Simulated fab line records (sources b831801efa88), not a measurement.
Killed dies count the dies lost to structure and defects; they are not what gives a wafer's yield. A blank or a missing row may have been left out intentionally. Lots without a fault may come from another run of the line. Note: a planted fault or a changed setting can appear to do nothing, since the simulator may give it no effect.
Which tool did it? || flow sky130 || Sampling: 11 lots, 33 wafers, 5 of 708 route steps

## WHAT THE GAUGES SHOWED, per wafer
No reading from a measuring or inspecting step in the record can be judged against a usual standard deviation.

## TOOL THAT RAN EACH LOT (tool first, then ch and the chambers of the sampled wafers, then the start)
{"lot": "L136", "SKY_METAL3_ETCH_16": "rieMetal-03 ch 0,1, day 38 12:38", "SKY_METAL3_STRIP_19": "plasmaAsher-04 ch 0,1, day 38 13:07", "SKY_VIA3_DEVELOP_11": "lithoTrack-03 ch 0, day 39 14:00", "SKY_CAP2M_SPUTTER_02": "pvdSputter-03, day 39 16:09", "SKY_PAD_OPEN_PROBE_99": "prober-01, day 45 17:44"}
{"lot": "L137", "SKY_METAL3_ETCH_16": "rieMetal-03 ch 0,1, day 38 17:50", "SKY_METAL3_STRIP_19": "plasmaAsher-01 ch 0,1, day 38 18:18", "SKY_VIA3_DEVELOP_11": "lithoTrack-01 ch 0, day 39 19:00", "SKY_CAP2M_SPUTTER_02": "pvdSputter-04, day 39 21:35", "SKY_PAD_OPEN_PROBE_99": "prober-02, day 45 23:02"}
{"lot": "L138", "SKY_METAL3_ETCH_16": "rieMetal-01 ch 0,1, day 39 11:20", "SKY_METAL3_STRIP_19": "plasmaAsher-04 ch 0,1, day 39 11:38", "SKY_VIA3_DEVELOP_11": "lithoTrack-03 ch 0, day 40 12:00", "SKY_CAP2M_SPUTTER_02": "pvdSputter-04, day 40 14:04", "SKY_PAD_OPEN_PROBE_99": "prober-01, day 46 12:26"}
{"lot": "L143", "SKY_METAL3_ETCH_16": "rieMetal-01 ch 0,1, day 40 21:23", "SKY_METAL3_STRIP_19": "plasmaAsher-04 ch 0,1, day 40 21:41", "SKY_VIA3_DEVELOP_11": "lithoTrack-02 ch 0, day 41 22:00", "SKY_CAP2M_SPUTTER_02": "pvdSputter-02, day 42 00:29", "SKY_PAD_OPEN_PROBE_99": "prober-01, day 47 18:50"}
{"lot": "L145", "SKY_METAL3_ETCH_16": "rieMetal-01 ch 0,1, day 41 07:31", "SKY_METAL3_STRIP_19": "plasmaAsher-04 ch 0,1, day 41 07:49", "SKY_VIA3_DEVELOP_11": "lithoTrack-02 ch 0, day 42 08:00", "SKY_CAP2M_SPUTTER_02": "pvdSputter-04, day 42 10:22", "SKY_PAD_OPEN_PROBE_99": "prober-01, day 48 02:28"}
{"lot": "L148", "SKY_METAL3_ETCH_16": "rieMetal-01 ch 0,1, day 42 05:21", "SKY_METAL3_STRIP_19": "plasmaAsher-04 ch 0,1, day 42 05:39", "SKY_VIA3_DEVELOP_11": "lithoTrack-02 ch 0, day 43 05:00", "SKY_CAP2M_SPUTTER_02": "pvdSputter-03, day 43 07:58", "SKY_PAD_OPEN_PROBE_99": "prober-02, day 48 22:05"}
{"lot": "L150", "SKY_METAL3_ETCH_16": "rieMetal-01 ch 1, day 42 22:11", "SKY_METAL3_STRIP_19": "plasmaAsher-04 ch 0,1, day 42 22:32", "SKY_VIA3_DEVELOP_11": "lithoTrack-02 ch 0, day 43 22:00", "SKY_CAP2M_SPUTTER_02": "pvdSputter-04, day 44 00:52", "SKY_PAD_OPEN_PROBE_99": "prober-02, day 49 09:37"}
{"lot": "L154", "SKY_METAL3_ETCH_16": "rieMetal-03 ch 0,1, day 43 20:02", "SKY_METAL3_STRIP_19": "plasmaAsher-04 ch 0,1, day 43 20:20", "SKY_VIA3_DEVELOP_11": "lithoTrack-03 ch 0, day 44 19:00", "SKY_CAP2M_SPUTTER_02": "pvdSputter-04, day 44 21:07", "SKY_PAD_OPEN_PROBE_99": "prober-02, day 49 23:16"}
{"lot": "L157", "SKY_METAL3_ETCH_16": "rieMetal-03 ch 0,1, day 44 10:59", "SKY_METAL3_STRIP_19": "plasmaAsher-04 ch 0,1, day 44 11:17", "SKY_VIA3_DEVELOP_11": "lithoTrack-01 ch 0, day 45 10:00", "SKY_CAP2M_SPUTTER_02": "pvdSputter-03, day 45 12:10", "SKY_PAD_OPEN_PROBE_99": "prober-02, day 50 14:00"}
{"lot": "L158", "SKY_METAL3_ETCH_16": "rieMetal-01 ch 0,1, day 45 06:07", "SKY_METAL3_STRIP_19": "plasmaAsher-03 ch 0,1, day 45 06:27", "SKY_VIA3_DEVELOP_11": "lithoTrack-03 ch 0, day 46 05:00", "SKY_CAP2M_SPUTTER_02": "pvdSputter-04, day 46 07:23", "SKY_PAD_OPEN_PROBE_99": "prober-02, day 51 04:05"}
{"lot": "L159", "SKY_METAL3_ETCH_16": "rieMetal-01 ch 0,1, day 45 06:41", "SKY_METAL3_STRIP_19": "plasmaAsher-04 ch 0,1, day 45 07:01", "SKY_VIA3_DEVELOP_11": "lithoTrack-03 ch 0, day 46 06:00", "SKY_CAP2M_SPUTTER_02": "pvdSputter-03, day 46 08:41", "SKY_PAD_OPEN_PROBE_99": "prober-02, day 51 04:47"}
- SKY_METAL3_ETCH_16: etches BARC in N2/H2, stops on SiO2, time 88.2 s, target depth 60 nm.
- SKY_METAL3_STRIP_19: strips in O2/N2.
- SKY_VIA3_DEVELOP_11: develop time 60 s.
- SKY_CAP2M_SPUTTER_02: material TiN, target thk 200 nm, time 166.7 s.
- SKY_PAD_OPEN_PROBE_99

## AS READ BY THE TOOLS THEMSELVES (means over the sampled wafers that have a number; for cases with no such wafer, the mark the record gives instead)
SKY_METAL3_ETCH_16. Usual: drypumpMotorCurrentA 5.9 A, standard deviation 0.35; n2FlowSccm 99.96 sccm, standard deviation 0.28; oesProductAu 0.626 a.u., standard deviation 0.0043; throttleValvePct 13.204 %, standard deviation 0.0089.
{"lot": "L136", "tool": "rieMetal-03", "drypumpMotorCurrentA (A)": 6.2, "n2FlowSccm (sccm)": 100.18, "oesProductAu (a.u.)": 0.626, "throttleValvePct (%)": 13.210, "flag": ""}
{"lot": "L137", "tool": "rieMetal-03", "drypumpMotorCurrentA (A)": 6.2, "n2FlowSccm (sccm)": 99.80, "oesProductAu (a.u.)": 0.627, "throttleValvePct (%)": 13.201, "flag": ""}
{"lot": "L138", "tool": "rieMetal-01", "drypumpMotorCurrentA (A)": 5.5, "n2FlowSccm (sccm)": 100.10, "oesProductAu (a.u.)": 0.622, "throttleValvePct (%)": 13.196, "flag": ""}
{"lot": "L143", "tool": "rieMetal-01", "drypumpMotorCurrentA (A)": 5.5, "n2FlowSccm (sccm)": 99.74, "oesProductAu (a.u.)": 0.629, "throttleValvePct (%)": 13.200, "flag": ""}
{"lot": "L145", "tool": "rieMetal-01", "drypumpMotorCurrentA (A)": 5.6, "n2FlowSccm (sccm)": 100.11, "oesProductAu (a.u.)": 0.623, "throttleValvePct (%)": 13.198, "flag": ""}
{"lot": "L148", "tool": "rieMetal-01", "drypumpMotorCurrentA (A)": 5.6, "n2FlowSccm (sccm)": 100.15, "oesProductAu (a.u.)": 0.624, "throttleValvePct (%)": 13.200, "flag": ""}
{"lot": "L150", "tool": "rieMetal-01", "drypumpMotorCurrentA (A)": 5.6, "n2FlowSccm (sccm)": 99.72, "oesProductAu (a.u.)": 0.627, "throttleValvePct (%)": 13.210, "flag": ""}
{"lot": "L154", "tool": "rieMetal-03", "drypumpMotorCurrentA (A)": 6.2, "n2FlowSccm (sccm)": 99.84, "oesProductAu (a.u.)": 0.628, "throttleValvePct (%)": 13.198, "flag": ""}
{"lot": "L157", "tool": "rieMetal-03", "drypumpMotorCurrentA (A)": 6.2, "n2FlowSccm (sccm)": 99.99, "oesProductAu (a.u.)": 0.628, "throttleValvePct (%)": 13.193, "flag": ""}
{"lot": "L158", "tool": "rieMetal-01", "drypumpMotorCurrentA (A)": 5.6, "n2FlowSccm (sccm)": 99.95, "oesProductAu (a.u.)": 0.623, "throttleValvePct (%)": 13.210, "flag": ""}
{"lot": "L159", "tool": "rieMetal-01", "drypumpMotorCurrentA (A)": 5.5, "n2FlowSccm (sccm)": 99.81, "oesProductAu (a.u.)": 0.626, "throttleValvePct (%)": 13.219, "flag": ""}

SKY_METAL3_STRIP_19. Usual: drypumpMotorCurrentA 5.6 A, standard deviation 0.41; n2FlowSccm 299.9 sccm, standard deviation 0.98; oesProductAu 0.507 a.u., standard deviation 0.0058; stripTimeToEndpointS 6.63 s, standard deviation 0.08.
{"lot": "L136", "tool": "plasmaAsher-04", "drypumpMotorCurrentA (A)": 5.4, "n2FlowSccm (sccm)": 300.5, "oesProductAu (a.u.)": 0.499, "stripTimeToEndpointS (s)": 6.54, "flag": ""}
{"lot": "L137", "tool": "plasmaAsher-01", "drypumpMotorCurrentA (A)": 6.2, "n2FlowSccm (sccm)": 299.7, "oesProductAu (a.u.)": 0.506, "stripTimeToEndpointS (s)": 6.59, "flag": ""}
{"lot": "L138", "tool": "plasmaAsher-04", "drypumpMotorCurrentA (A)": 5.7, "n2FlowSccm (sccm)": 299.8, "oesProductAu (a.u.)": 0.502, "stripTimeToEndpointS (s)": 6.59, "flag": ""}
{"lot": "L143", "tool": "plasmaAsher-04", "drypumpMotorCurrentA (A)": 5.4, "n2FlowSccm (sccm)": 299.0, "oesProductAu (a.u.)": 0.509, "stripTimeToEndpointS (s)": 6.67, "flag": ""}
{"lot": "L145", "tool": "plasmaAsher-04", "drypumpMotorCurrentA (A)": 5.4, "n2FlowSccm (sccm)": 299.3, "oesProductAu (a.u.)": 0.507, "stripTimeToEndpointS (s)": 6.64, "flag": ""}
{"lot": "L148", "tool": "plasmaAsher-04", "drypumpMotorCurrentA (A)": 5.4, "n2FlowSccm (sccm)": 299.7, "oesProductAu (a.u.)": 0.504, "stripTimeToEndpointS (s)": 6.63, "flag": ""}
{"lot": "L150", "tool": "plasmaAsher-04", "drypumpMotorCurrentA (A)": 5.5, "n2FlowSccm (sccm)": 300.1, "oesProductAu (a.u.)": 0.509, "stripTimeToEndpointS (s)": 6.63, "flag": ""}
{"lot": "L154", "tool": "plasmaAsher-04", "drypumpMotorCurrentA (A)": 5.4, "n2FlowSccm (sccm)": 299.8, "oesProductAu (a.u.)": 0.511, "stripTimeToEndpointS (s)": 6.68, "flag": ""}
{"lot": "L157", "tool": "plasmaAsher-04", "drypumpMotorCurrentA (A)": 5.7, "n2FlowSccm (sccm)": 299.3, "oesProductAu (a.u.)": 0.504, "stripTimeToEndpointS (s)": 6.62, "flag": ""}
{"lot": "L158", "tool": "plasmaAsher-03", "drypumpMotorCurrentA (A)": 5.3, "n2FlowSccm (sccm)": 299.5, "oesProductAu (a.u.)": 0.510, "stripTimeToEndpointS (s)": 6.73, "flag": ""}
{"lot": "L159", "tool": "plasmaAsher-04", "drypumpMotorCurrentA (A)": 5.7, "n2FlowSccm (sccm)": 299.7, "oesProductAu (a.u.)": 0.507, "stripTimeToEndpointS (s)": 6.66, "flag": ""}

SKY_VIA3_DEVELOP_11. Usual: developerTempC at 20.97 C, with a standard deviation of 0.1.
{"lot": "L136", "tool": "lithoTrack-03", "developerTempC (C)": 20.83, "flag": ""}
{"lot": "L137", "tool": "lithoTrack-01", "developerTempC (C)": 20.91, "flag": ""}
{"lot": "L138", "tool": "lithoTrack-03", "developerTempC (C)": 20.94, "flag": ""}
{"lot": "L143", "tool": "lithoTrack-02", "developerTempC (C)": 21.01, "flag": ""}
{"lot": "L145", "tool": "lithoTrack-02", "developerTempC (C)": 21.02, "flag": ""}
{"lot": "L148", "tool": "lithoTrack-02", "developerTempC (C)": 20.11, "flag": "OFF"}
{"lot": "L150", "tool": "lithoTrack-02", "developerTempC (C)": 20.11, "flag": "OFF"}
{"lot": "L154", "tool": "lithoTrack-03", "developerTempC (C)": 21.00, "flag": ""}
{"lot": "L157", "tool": "lithoTrack-01", "developerTempC (C)": 20.94, "flag": ""}
{"lot": "L158", "tool": "lithoTrack-03", "developerTempC (C)": 20.90, "flag": ""}
{"lot": "L159", "tool": "lithoTrack-03", "developerTempC (C)": 20.98, "flag": ""}

SKY_CAP2M_SPUTTER_02. Usual: throttleValvePct at 30.5 %, with a standard deviation of 1.1.
{"lot": "L136", "tool": "pvdSputter-03", "throttleValvePct (%)": 29.7, "flag": ""}
{"lot": "L137", "tool": "pvdSputter-04", "throttleValvePct (%)": 31.7, "flag": ""}
{"lot": "L138", "tool": "pvdSputter-04", "throttleValvePct (%)": 31.9, "flag": ""}
{"lot": "L143", "tool": "pvdSputter-02", "throttleValvePct (%)": 31.3, "flag": ""}
{"lot": "L145", "tool": "pvdSputter-04", "throttleValvePct (%)": 31.3, "flag": ""}
{"lot": "L148", "tool": "pvdSputter-03", "throttleValvePct (%)": 29.9, "flag": ""}
{"lot": "L150", "tool": "pvdSputter-04", "throttleValvePct (%)": 31.6, "flag": ""}
{"lot": "L154", "tool": "pvdSputter-04", "throttleValvePct (%)": 31.1, "flag": ""}
{"lot": "L157", "tool": "pvdSputter-03", "throttleValvePct (%)": 30.0, "flag": ""}
{"lot": "L158", "tool": "pvdSputter-04", "throttleValvePct (%)": 31.1, "flag": ""}
{"lot": "L159", "tool": "pvdSputter-03", "throttleValvePct (%)": 30.0, "flag": ""}

SKY_PAD_OPEN_PROBE_99. Usual: defectLimitedYield 82.4 %, standard deviation 1.9; killed_at_M0_to_M3 44, standard deviation 7.1; killed_at_M4_up 3.5, standard deviation 2; killedAtContacts 24, standard deviation 5.3; killedAtFrontEnd 15, standard deviation 4.8; killedAtOther 0.1, standard deviation 0.35; killedDies 86, standard deviation 9.3; killedOpen 47, standard deviation 7.8; killedShort 39, standard deviation 5.9; sort_bin_3_pad_short 0.8 %, standard deviation 0.42; sort_bin_5_function 10.3 %, standard deviation 1.4; sort_bin_6_memory 6.4 %, standard deviation 1.1; sort_bin_8_speed 0.00 %, standard deviation 0.034; sortNPass 406, standard deviation 9.3; sortYieldPct 82.4 %, standard deviation 1.9.
{"lot": "L136", "tool": "prober-01", "defectLimitedYield (%)": 81.5, "killed_at_M0_to_M3": 38, "killed_at_M4_up": 4.3, "killedAtContacts": 27, "killedAtFrontEnd": 21, "killedAtOther": 0.3, "killedDies": 91, "killedOpen": 54, "killedShort": 37, "sort_bin_3_pad_short (%)": 1.1, "sort_bin_5_function (%)": 11.1, "sort_bin_6_memory (%)": 6.3, "sort_bin_8_speed (%)": 0.00, "sortNPass": 401, "sortYieldPct (%)": 81.5, "flag": ""}
{"lot": "L137", "tool": "prober-02", "defectLimitedYield (%)": 83.3, "killed_at_M0_to_M3": 47, "killed_at_M4_up": 3.7, "killedAtContacts": 20, "killedAtFrontEnd": 11, "killedAtOther": 0.0, "killedDies": 82, "killedOpen": 44, "killedShort": 38, "sort_bin_3_pad_short (%)": 1.2, "sort_bin_5_function (%)": 10.4, "sort_bin_6_memory (%)": 5.1, "sort_bin_8_speed (%)": 0.00, "sortNPass": 410, "sortYieldPct (%)": 83.3, "flag": ""}
{"lot": "L138", "tool": "prober-01", "defectLimitedYield (%)": 83.6, "killed_at_M0_to_M3": 41, "killed_at_M4_up": 3.3, "killedAtContacts": 26, "killedAtFrontEnd": 10, "killedAtOther": 0.0, "killedDies": 80, "killedOpen": 48, "killedShort": 33, "sort_bin_3_pad_short (%)": 1.5, "sort_bin_5_function (%)": 9.5, "sort_bin_6_memory (%)": 5.4, "sort_bin_8_speed (%)": 0.00, "sortNPass": 412, "sortYieldPct (%)": 83.6, "flag": ""}
{"lot": "L143", "tool": "prober-01", "defectLimitedYield (%)": 84.6, "killed_at_M0_to_M3": 35, "killed_at_M4_up": 1.3, "killedAtContacts": 25, "killedAtFrontEnd": 14, "killedAtOther": 0.7, "killedDies": 76, "killedOpen": 45, "killedShort": 31, "sort_bin_3_pad_short (%)": 0.5, "sort_bin_5_function (%)": 8.8, "sort_bin_6_memory (%)": 6.0, "sort_bin_8_speed (%)": 0.00, "sortNPass": 416, "sortYieldPct (%)": 84.6, "flag": ""}
{"lot": "L145", "tool": "prober-01", "defectLimitedYield (%)": 84.1, "killed_at_M0_to_M3": 37, "killed_at_M4_up": 6.0, "killedAtContacts": 19, "killedAtFrontEnd": 16, "killedAtOther": 0.0, "killedDies": 78, "killedOpen": 44, "killedShort": 34, "sort_bin_3_pad_short (%)": 0.8, "sort_bin_5_function (%)": 9.6, "sort_bin_6_memory (%)": 5.5, "sort_bin_8_speed (%)": 0.00, "sortNPass": 414, "sortYieldPct (%)": 84.1, "flag": ""}
{"lot": "L148", "tool": "prober-02", "defectLimitedYield (%)": 81.6, "killed_at_M0_to_M3": 46, "killed_at_M4_up": 4.3, "killedAtContacts": 27, "killedAtFrontEnd": 13, "killedAtOther": 0.0, "killedDies": 91, "killedOpen": 49, "killedShort": 41, "sort_bin_3_pad_short (%)": 0.6, "sort_bin_5_function (%)": 11.3, "sort_bin_6_memory (%)": 6.6, "sort_bin_8_speed (%)": 0.00, "sortNPass": 401, "sortYieldPct (%)": 81.6, "flag": ""}
{"lot": "L150", "tool": "prober-02", "defectLimitedYield (%)": 82.2, "killed_at_M0_to_M3": 43, "killed_at_M4_up": 3.0, "killedAtContacts": 24, "killedAtFrontEnd": 17, "killedAtOther": 0.0, "killedDies": 88, "killedOpen": 46, "killedShort": 42, "sort_bin_3_pad_short (%)": 1.1, "sort_bin_5_function (%)": 11.0, "sort_bin_6_memory (%)": 5.7, "sort_bin_8_speed (%)": 0.00, "sortNPass": 404, "sortYieldPct (%)": 82.2, "flag": ""}
{"lot": "L154", "tool": "prober-02", "defectLimitedYield (%)": 83.0, "killed_at_M0_to_M3": 47, "killed_at_M4_up": 3.0, "killedAtContacts": 21, "killedAtFrontEnd": 12, "killedAtOther": 0.0, "killedDies": 84, "killedOpen": 40, "killedShort": 44, "sort_bin_3_pad_short (%)": 0.8, "sort_bin_5_function (%)": 9.7, "sort_bin_6_memory (%)": 6.5, "sort_bin_8_speed (%)": 0.00, "sortNPass": 408, "sortYieldPct (%)": 83.0, "flag": ""}
{"lot": "L157", "tool": "prober-02", "defectLimitedYield (%)": 82.7, "killed_at_M0_to_M3": 43, "killed_at_M4_up": 1.3, "killedAtContacts": 24, "killedAtFrontEnd": 17, "killedAtOther": 0.0, "killedDies": 85, "killedOpen": 50, "killedShort": 35, "sort_bin_3_pad_short (%)": 0.7, "sort_bin_5_function (%)": 10.0, "sort_bin_6_memory (%)": 6.6, "sort_bin_8_speed (%)": 0.14, "sortNPass": 406, "sortYieldPct (%)": 82.6, "flag": "OFF"}
{"lot": "L158", "tool": "prober-02", "defectLimitedYield (%)": 81.0, "killed_at_M0_to_M3": 54, "killed_at_M4_up": 2.7, "killedAtContacts": 25, "killedAtFrontEnd": 11, "killedAtOther": 0.3, "killedDies": 94, "killedOpen": 52, "killedShort": 42, "sort_bin_3_pad_short (%)": 0.5, "sort_bin_5_function (%)": 11.0, "sort_bin_6_memory (%)": 7.5, "sort_bin_8_speed (%)": 0.00, "sortNPass": 398, "sortYieldPct (%)": 81.0, "flag": ""}
{"lot": "L159", "tool": "prober-02", "defectLimitedYield (%)": 82.4, "killed_at_M0_to_M3": 38, "killed_at_M4_up": 2.7, "killedAtContacts": 33, "killedAtFrontEnd": 13, "killedAtOther": 0.0, "killedDies": 86, "killedOpen": 52, "killedShort": 34, "sort_bin_3_pad_short (%)": 0.7, "sort_bin_5_function (%)": 9.5, "sort_bin_6_memory (%)": 7.3, "sort_bin_8_speed (%)": 0.00, "sortNPass": 406, "sortYieldPct (%)": 82.4, "flag": ""}

## THE ANSWER, worked out from the rows above alone
Rule: take the mean of a lot's wafers that have a number; if it is more than 3 standard deviations from the usual mean, the lot is off. A lot without any number at a reading at which 4 lots or more have one is off too. Where the step has rows for the other lots, those lots are counted as sound. Order of review: gauges by route order, followed by the tools' own readings, for which a lot's mean as printed above is used. The first step at which some lot is off is used, and at that step the reading that is off furthest; a lot without a number counts as furthest.
Off, at SKY_VIA3_DEVELOP_11 on developerTempC: L148, L150.
If a tool, at that step or one of the process steps before it, ran each lot that is off and ran no sound lot following the first of them, it fits. One fits: lithoTrack-02 at SKY_VIA3_DEVELOP_11. Its last sound lot is L145 (day 42 08:00), its first lot that is off L148 (day 43 05:00): a fault that began between those two fits.
On the lots that are off, the tool's own readings at SKY_VIA3_DEVELOP_11 differ by more than 5 times the standard deviation of the sound lots' means, which bears it out; developerTempC reads 20.11 C there versus 20.95 C on the sound lots.

## WHAT THE SIMULATOR PUT IN
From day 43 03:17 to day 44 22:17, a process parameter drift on lithoTrack-02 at SKY_VIA3_DEVELOP_11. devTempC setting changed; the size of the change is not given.
Shown lots that were struck: L148, L150. This agrees with what the rule above found.
